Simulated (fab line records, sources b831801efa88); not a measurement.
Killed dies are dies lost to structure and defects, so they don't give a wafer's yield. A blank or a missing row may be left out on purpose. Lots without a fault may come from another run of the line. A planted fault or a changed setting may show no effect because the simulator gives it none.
A struck lot beside a sound one | flow gf180mcu | 14 steps out of a route of 602
Sound: wafers L607.1, L607.2, L607.3. Struck: wafer L626.2. (L626.1, L626.3 of the same lot were not struck and are left out.) The cause comes at the end.
At each step with rows: each side's tool, then ch and its chambers, then its first start. Under that, the readings that differ: sound wafers | struck wafers | difference of the means | sigmas: that difference in standard deviations of wafers without a fault.
alike: readings whose means differ by less than 2 such deviations, and words and numbers that are the same on both sides. not compared: withheld readings, readings that some wafer has no value for, bounds like >300 that may hide the same value, and numbers for which the record gives no deviation and whose values overlap.
The two part at a step that has a row with sigmas, a row that says differs or no value, or rows on one side only. Numbers that don't overlap but have no deviation are shown without sigmas and don't part them. A reading that every wafer of one side lacks parts them only if that side has two wafers or more.

GF_V1_CD_MEAS_14: target cd 260 nm.
  sound on cd_sem-01, day 17 19:46; struck on cd_sem-01, day 25 00:47
  alike: cd_nm
GF_V1_OVL_MEAS_15:
  sound on overlay-01, day 17 19:53; struck on overlay-01, day 25 00:55
  alike: V1_OVL
then, 1 step without rows for these wafers: GF_V1_ETCH_16 (etches BARC in N2/H2).
GF_V1_ETCH_17: etches SiO2 in C4F8/O2/Ar, stops on TiN, target depth 630 nm.
  sound on rie_diel-01 ch 0,1,3; struck on rie_diel-03 ch 1
  alike: oes_product_au
GF_V1_STRIP_18: strips in O2/N2.
  sound on plasma_asher-01 ch 0,1, day 17 20:03; struck on plasma_asher-01 ch 1, day 25 01:05
  alike: drypump_motor_current_A, heater_power_w, oes_product_au
  not compared: rf_hours_counter_h
then, 2 steps without rows for these wafers: GF_V1_STRIP_19 (strips in post etch residue remover, time 1200 s); GF_V1_CLEAN_20 (cleans in DIW).
GF_V1_SPUTTER_21: material Ti, target thk 15 nm, time 80.02 s.
  sound on pvd_sputter-01, day 17 20:37; struck on pvd_sputter-01, day 25 01:38
  alike: throttle_valve_pct
then, 1 step without rows for these wafers: GF_V1_SPUTTER_22 (material TiN, target thk 10 nm, time 40 s).
GF_V1_CVD_23: deposits W, target thk 350 nm, time 105.05 s.
  sound on cvd_w-01 ch 0,1, day 17 20:43; struck on cvd_w-01 ch 1, day 25 01:44
  alike: heater_power_outer_w, heater_power_w, susceptor_temp_C
GF_V1_RS_MEAS_24: measures by four-point-probe.
  sound on film_metro-04, day 17 20:50; struck on film_metro-03, day 25 01:52
  alike: V1_W_RS
GF_V1_THK_MEAS_25: measures by xrf.
  sound on film_metro-04, day 17 20:57; struck on film_metro-03, day 25 01:59
  alike: V1_W_THK
GF_V1_CMP_26: polishes, stops on SiO2, t overpolish 15 s, target thk 0 nm.
  sound on cmp-01 ch 0,2,3, day 17 21:01; struck on cmp-02 ch 3, day 25 02:02
  reading                | sound                | struck | difference | sigmas
  overpolish_run_s (s)   | 14.999 14.991 15.005 | 0.037  | -14.961    | -99 or more
  time_to_endpoint_s (s) | 89 86 85             | 129    | +42        | +14
  alike: head_pressure_psi, motor_current_A
GF_M2_SPUTTER_00: material Ti, target thk 37.5 nm, time 150 s.
  the record has rows for the sound wafers here (pvd_sputter-03, day 17 21:19) and none for the struck ones

WHERE THEY PART
First at GF_V1_CMP_26; last, within this record, at GF_M2_SPUTTER_00.

WHY: what the simulator had put in
Process parameter drift: cmp-02, from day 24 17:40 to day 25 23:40, at GF_V1_CMP_26. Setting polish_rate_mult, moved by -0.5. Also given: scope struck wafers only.
